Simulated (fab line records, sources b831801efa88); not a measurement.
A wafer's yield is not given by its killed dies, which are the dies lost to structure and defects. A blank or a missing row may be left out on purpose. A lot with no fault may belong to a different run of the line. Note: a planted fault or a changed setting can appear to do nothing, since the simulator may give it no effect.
Which tool was responsible? / flow gf180mcu / 39 wafers from 13 lots sampled at 5 of the route's 602 steps

## WHAT THE GAUGES SHOWED, per wafer
GF_TOP_METAL_RS_MEAS_05: uses a four-point probe to measure.
lot=L477; measured=day 27 13:37; on=film metro-02; TOP_METAL_ALCU_RS (ohm/sq)=0.0327 0.0329 0.0332
lot=L481; measured=day 28 16:28; on=film metro-03; TOP_METAL_ALCU_RS (ohm/sq)=0.0325 0.0322 0.0327
lot=L483; measured=day 29 08:50; on=film metro-03; TOP_METAL_ALCU_RS (ohm/sq)=0.0324 0.0320 0.0322
lot=L484; measured=day 29 09:48; on=film metro-03; TOP_METAL_ALCU_RS (ohm/sq)=0.0330 0.0328 0.0328
lot=L485; measured=day 29 21:58; on=film metro-02; TOP_METAL_ALCU_RS (ohm/sq)=0.0325 0.0328 0.0326
lot=L486; measured=day 29 23:50; on=film metro-03; TOP_METAL_ALCU_RS (ohm/sq)=0.0330 0.0328 0.0330
lot=L487; measured=day 30 08:46; on=film metro-03; TOP_METAL_ALCU_RS (ohm/sq)=0.0330 0.0331 0.0327
lot=L488; measured=day 30 19:04; on=film metro-01; TOP_METAL_ALCU_RS (ohm/sq)=0.0327 0.0329 0.0327
lot=L489; measured=day 30 21:38; on=film metro-01; TOP_METAL_ALCU_RS (ohm/sq)=0.0327 0.0330 0.0324
lot=L490; measured=day 30 22:29; on=film metro-01; TOP_METAL_ALCU_RS (ohm/sq)=0.0327 0.0328 0.0327
lot=L491; measured=day 31 11:25; on=film metro-01; TOP_METAL_ALCU_RS (ohm/sq)=0.0320 0.0326 0.0322
lot=L499; measured=day 33 06:50; on=film metro-03; TOP_METAL_ALCU_RS (ohm/sq)=0.1130 0.1191 0.1181
lot=L500; measured=day 33 12:37; on=film metro-01; TOP_METAL_ALCU_RS (ohm/sq)=0.1093 0.1113 0.1131

GF_TOP_METAL_THK_MEAS_06: measures by xrf.
lot=L477; measured=day 27 13:43; on=film metro-02; TOP_METAL_ALCU_THK (nm)=914 906 897
lot=L481; measured=day 28 16:35; on=film metro-03; TOP_METAL_ALCU_THK (nm)=909 916 905
lot=L483; measured=day 29 08:58; on=film metro-03; TOP_METAL_ALCU_THK (nm)=915 920 919
lot=L484; measured=day 29 09:54; on=film metro-03; TOP_METAL_ALCU_THK (nm)=894 899 896
lot=L485; measured=day 29 22:04; on=film metro-02; TOP_METAL_ALCU_THK (nm)=915 916 917
lot=L486; measured=day 29 23:57; on=film metro-03; TOP_METAL_ALCU_THK (nm)=898 900 894
lot=L487; measured=day 30 08:52; on=film metro-03; TOP_METAL_ALCU_THK (nm)=899 893 904
lot=L488; measured=day 30 19:10; on=film metro-01; TOP_METAL_ALCU_THK (nm)=915 907 916
lot=L489; measured=day 30 21:43; on=film metro-01; TOP_METAL_ALCU_THK (nm)=912 909 920
lot=L490; measured=day 30 22:37; on=film metro-01; TOP_METAL_ALCU_THK (nm)=906 907 909
lot=L491; measured=day 31 11:31; on=film metro-01; TOP_METAL_ALCU_THK (nm)=933 917 930
lot=L499; measured=day 33 06:57; on=film metro-03; TOP_METAL_ALCU_THK (nm)=267 253 255
lot=L500; measured=day 33 12:44; on=film metro-01; TOP_METAL_ALCU_THK (nm)=278 274 268

GF_PASSIVATION_BOW_MEAS_14.
lot=L477; measured=day 29 07:27; on=film metro-01; PASSIVATION_BOW (um)=119 137 124
lot=L481; measured=day 30 11:25; on=film metro-02; PASSIVATION_BOW (um)=133 144 132
lot=L483; measured=day 31 00:41; on=film metro-02; PASSIVATION_BOW (um)=125 128 123
lot=L484; measured=day 31 01:41; on=film metro-02; PASSIVATION_BOW (um)=122 134 127
lot=L485; measured=day 31 12:17; on=film metro-02; PASSIVATION_BOW (um)=147 161 162
lot=L486; measured=day 31 14:30; on=film metro-02; PASSIVATION_BOW (um)=157 140 144
lot=L487; measured=day 31 22:52; on=film metro-04; PASSIVATION_BOW (um)=134 140 138
lot=L488; measured=day 32 08:08; on=film metro-04; PASSIVATION_BOW (um)=141 144 132
lot=L489; measured=day 32 10:56; on=film metro-04; PASSIVATION_BOW (um)=138 120 133
lot=L490; measured=day 32 12:22; on=film metro-01; PASSIVATION_BOW (um)=130 127 134
lot=L491; measured=day 33 00:02; on=film metro-04; PASSIVATION_BOW (um)=137 135 136
lot=L499; measured=day 34 14:51; on=film metro-01; PASSIVATION_BOW (um)=180 182 178
lot=L500; measured=day 34 20:59; on=film metro-01; PASSIVATION_BOW (um)=168 174 171

## WHAT TOOL EACH LOT RAN ON (gives the tool, then ch and the chambers of the sampled wafers, and finally the start)
lot=L477; GF_TOP_METAL_SPUTTER_02=pvd sputter-02, day 27 13:29; GF_TOP_METAL_METAL_ETCH_16=rie metal-01 ch 0,1, day 28 09:26
lot=L481; GF_TOP_METAL_SPUTTER_02=pvd sputter-03, day 28 16:23; GF_TOP_METAL_METAL_ETCH_16=rie metal-03 ch 0,1, day 29 11:40
lot=L483; GF_TOP_METAL_SPUTTER_02=pvd sputter-04, day 29 08:45; GF_TOP_METAL_METAL_ETCH_16=rie metal-03 ch 0,1, day 30 03:50
lot=L484; GF_TOP_METAL_SPUTTER_02=pvd sputter-03, day 29 09:40; GF_TOP_METAL_METAL_ETCH_16=rie metal-03 ch 0,1, day 30 04:32
lot=L485; GF_TOP_METAL_SPUTTER_02=pvd sputter-03, day 29 21:50; GF_TOP_METAL_METAL_ETCH_16=rie metal-01 ch 0,1, day 30 16:47
lot=L486; GF_TOP_METAL_SPUTTER_02=pvd sputter-04, day 29 23:44; GF_TOP_METAL_METAL_ETCH_16=rie metal-03 ch 0,1, day 30 18:20
lot=L487; GF_TOP_METAL_SPUTTER_02=pvd sputter-02, day 30 08:39; GF_TOP_METAL_METAL_ETCH_16=rie metal-03 ch 0,1, day 31 02:47
lot=L488; GF_TOP_METAL_SPUTTER_02=pvd sputter-04, day 30 18:57; GF_TOP_METAL_METAL_ETCH_16=rie metal-03 ch 0,1, day 31 12:10
lot=L489; GF_TOP_METAL_SPUTTER_02=pvd sputter-04, day 30 21:29; GF_TOP_METAL_METAL_ETCH_16=rie metal-02 ch 0,1, day 31 15:44
lot=L490; GF_TOP_METAL_SPUTTER_02=pvd sputter-04, day 30 22:24; GF_TOP_METAL_METAL_ETCH_16=rie metal-01 ch 0,1, day 31 16:01
lot=L491; GF_TOP_METAL_SPUTTER_02=pvd sputter-04, day 31 11:17; GF_TOP_METAL_METAL_ETCH_16=rie metal-02 ch 0,1, day 32 04:50
lot=L499; GF_TOP_METAL_SPUTTER_02=pvd sputter-03, day 33 06:44; GF_TOP_METAL_METAL_ETCH_16=rie metal-03 ch 1, day 33 22:10
lot=L500; GF_TOP_METAL_SPUTTER_02=pvd sputter-03, day 33 12:32; GF_TOP_METAL_METAL_ETCH_16=rie metal-01 ch 0,1, day 34 03:29
- GF_TOP_METAL_SPUTTER_02: material AlCu, target thk 900 nm, time 47.82 s.
- GF_TOP_METAL_METAL_ETCH_16: etches the open film in Cl2/BCl3, stops on SiO2, target depth 1077.5 nm, time 179.6 s.

## WHAT THE TOOLS THEMSELVES READ (means of the sampled wafers that have a number; where no wafer has one, the mark that the record gives instead)
GF_TOP_METAL_SPUTTER_02.
lot=L477; tool=pvd sputter-02; throttle valve pct (%)=28.9
lot=L481; tool=pvd sputter-03; throttle valve pct (%)=29.0
lot=L483; tool=pvd sputter-04; throttle valve pct (%)=29.7
lot=L484; tool=pvd sputter-03; throttle valve pct (%)=29.0
lot=L485; tool=pvd sputter-03; throttle valve pct (%)=29.0
lot=L486; tool=pvd sputter-04; throttle valve pct (%)=29.3
lot=L487; tool=pvd sputter-02; throttle valve pct (%)=28.5
lot=L488; tool=pvd sputter-04; throttle valve pct (%)=29.4
lot=L489; tool=pvd sputter-04; throttle valve pct (%)=29.1
lot=L490; tool=pvd sputter-04; throttle valve pct (%)=29.0
lot=L491; tool=pvd sputter-04; throttle valve pct (%)=28.9
lot=L499; tool=pvd sputter-03; throttle valve pct (%)=28.6
lot=L500; tool=pvd sputter-03; throttle valve pct (%)=28.9

GF_TOP_METAL_METAL_ETCH_16.
lot=L477; tool=rie metal-01; drypump motor current A (A)=5.16; oes product au (a.u.)=0.966; throttle valve pct (%)=28.256
lot=L481; tool=rie metal-03; drypump motor current A (A)=5.13; oes product au (a.u.)=0.969; throttle valve pct (%)=28.256
lot=L483; tool=rie metal-03; drypump motor current A (A)=5.14; oes product au (a.u.)=0.980; throttle valve pct (%)=28.244
lot=L484; tool=rie metal-03; drypump motor current A (A)=5.13; oes product au (a.u.)=0.960; throttle valve pct (%)=28.259
lot=L485; tool=rie metal-01; drypump motor current A (A)=5.29; oes product au (a.u.)=0.972; throttle valve pct (%)=28.253
lot=L486; tool=rie metal-03; drypump motor current A (A)=5.33; oes product au (a.u.)=0.962; throttle valve pct (%)=28.259
lot=L487; tool=rie metal-03; drypump motor current A (A)=5.33; oes product au (a.u.)=0.960; throttle valve pct (%)=28.263
lot=L488; tool=rie metal-03; drypump motor current A (A)=5.13; oes product au (a.u.)=0.960; throttle valve pct (%)=28.256
lot=L489; tool=rie metal-02; drypump motor current A (A)=5.47; oes product au (a.u.)=0.963; throttle valve pct (%)=28.252
lot=L490; tool=rie metal-01; drypump motor current A (A)=5.18; oes product au (a.u.)=0.963; throttle valve pct (%)=28.263
lot=L491; tool=rie metal-02; drypump motor current A (A)=5.47; oes product au (a.u.)=0.971; throttle valve pct (%)=28.254
lot=L499; tool=rie metal-03; drypump motor current A (A)=5.51; oes product au (a.u.)=0.596; throttle valve pct (%)=28.660
lot=L500; tool=rie metal-01; drypump motor current A (A)=5.20; oes product au (a.u.)=0.606; throttle valve pct (%)=28.658

## THE ANSWER, worked out from the rows above alone
Rule: the lots themselves supply what counts as usual. The widest of any qualifying gaps counts: lots, ordered by their means at a reading, are off when they make up no more than a third of the lots, leave a main group of 4 or more, and stand apart from it by 3 or more times the standard deviation of that group's means. Not used: any main group whose means are identical at the precision the tables above print for the reading. Also off: a lot with no number at a reading for which 4 or more lots have one. All remaining lots with rows at the step are treated as sound. The gauges are gone through in route order, then the tools' own readings, and for those a lot's mean is taken as printed above. The first step at which some lot is off is used, and at that step the reading that is off furthest; a lot without a number counts as furthest.
Off: L499, L500, seen at GF_TOP_METAL_RS_MEAS_05 (TOP_METAL_ALCU_RS). Mean 0.0327 ohm/sq and standard deviation 0.00025 in the main group.
If a tool, at a process step before that reading, ran all the lots that are off and no sound lot after the first of them, it fits. Not tried: the gauges at GF_TOP_METAL_RS_MEAS_05; whatever is off there is also off at GF_TOP_METAL_METAL_ETCH_16, on other tools, and gauge error can't account for it. One fits: pvd sputter-03 at GF_TOP_METAL_SPUTTER_02. Its last sound lot is L485 (day 29 21:50), its first lot that is off L499 (day 33 06:44): a fault that began between those two fits.

## WHAT THE SIMULATOR HAD INSERTED
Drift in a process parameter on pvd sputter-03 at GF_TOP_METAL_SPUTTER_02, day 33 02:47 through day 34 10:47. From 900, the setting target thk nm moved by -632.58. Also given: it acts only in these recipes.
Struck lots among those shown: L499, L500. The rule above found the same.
